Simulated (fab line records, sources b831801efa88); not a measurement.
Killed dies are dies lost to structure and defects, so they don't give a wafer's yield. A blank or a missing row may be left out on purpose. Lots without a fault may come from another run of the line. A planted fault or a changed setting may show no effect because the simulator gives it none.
A struck lot beside a sound one | flow sky130 | 14 steps out of a route of 708
Sound: wafers L569.2, L569.3, L569.5. Struck: wafers L572.1, L572.2, L572.5. The cause comes at the end.
At each step with rows: each side's tool, then ch and its chambers, then its first start. Under that, the readings that differ: sound wafers | struck wafers | difference of the means | sigmas: that difference in standard deviations of wafers without a fault.
alike: readings whose means differ by less than 2 such deviations, and words and numbers that are the same on both sides. not compared: withheld readings, readings that some wafer has no value for, bounds like >300 that may hide the same value, and numbers for which the record gives no deviation and whose values overlap.
The two part at a step that has a row with sigmas, a row that says differs or no value, or rows on one side only. Numbers that don't overlap but have no deviation are shown without sigmas and don't part them. A reading that every wafer of one side lacks parts them only if that side has two wafers or more.

first, 8 steps without rows for these wafers: SKY_METAL1_DEHYDRATE_07 (time 60 s); SKY_METAL1_HMDS_08 (prime time 60 s); SKY_METAL1_COAT_09 (resist thk 60 nm); SKY_METAL1_COAT_10 (resist thk 450 nm); SKY_METAL1_SOFTBAKE_11 (time 90 s); SKY_METAL1_EXPOSE_12 (exposes mask MM1, target cd 140 nm); SKY_METAL1_PEB_13; SKY_METAL1_DEVELOP_14 (develop time 60 s).
SKY_METAL1_CD_MEAS_15: target cd 140 nm.
  sound on cd_sem-02, day 36 02:40; struck on cd_sem-02, day 37 03:23
  alike: cd_nm
SKY_METAL1_OVL_MEAS_16:
  sound on overlay-02, day 36 02:46; struck on overlay-01, day 37 03:31
  alike: METAL1_OVL
SKY_METAL1_DESCUM_17: chemistry O2, time 8 s.
  sound on rie_metal-03 ch 0,1, day 36 02:48; struck on rie_metal-03 ch 0, day 37 03:33
  alike: drypump_motor_current_A, oes_product_au
  not compared: rf_hours_counter_h
SKY_METAL1_ETCH_18: etches BARC in N2/H2, stops on SiO2, time 45.9 s, target depth 60 nm.
  sound on rie_metal-03 ch 0,1, day 36 02:50; struck on rie_metal-03 ch 0, day 37 03:37
  alike: drypump_motor_current_A, oes_product_au, throttle_valve_pct
  not compared: rf_hours_counter_h
SKY_METAL1_METAL_ETCH_19: etches the open film in Cl2/BCl3, stops on SiO2, target depth 360 nm, time 78 s.
  sound on rie_metal-03 ch 0,1, day 36 02:53; struck on rie_metal-03 ch 0, day 37 03:44
  reading                                       | sound             | struck                  | difference | sigmas
  over_etch_frac                                | 0.3 0.3 0.3       | 0.33283 0.33283 0.33283 | +0.03283   |
  model.KrF-thick_of_METAL1_COAT_10.thk_nm (nm) | 159.7 157.7 163.9 | 149.1 150.9 149.7       | -10.5      |
  alike: drypump_motor_current_A, oes_product_au, throttle_valve_pct
  not compared: rf_hours_counter_h
SKY_METAL1_STRIP_20: strips in O2/N2.
  sound on plasma_asher-02 ch 0, day 36 02:59; struck on plasma_asher-02 ch 0,1, day 37 03:55
  reading                      | sound          | struck         | difference | sigmas
  strip_time_to_endpoint_s (s) | 2.70 2.69 2.75 | 2.57 2.61 2.57 | -0.13      | -4
  alike: drypump_motor_current_A, oes_product_au
  not compared: rf_hours_counter_h

WHERE THEY PART
Only at SKY_METAL1_STRIP_20, within this record.

WHY: what the simulator had put in
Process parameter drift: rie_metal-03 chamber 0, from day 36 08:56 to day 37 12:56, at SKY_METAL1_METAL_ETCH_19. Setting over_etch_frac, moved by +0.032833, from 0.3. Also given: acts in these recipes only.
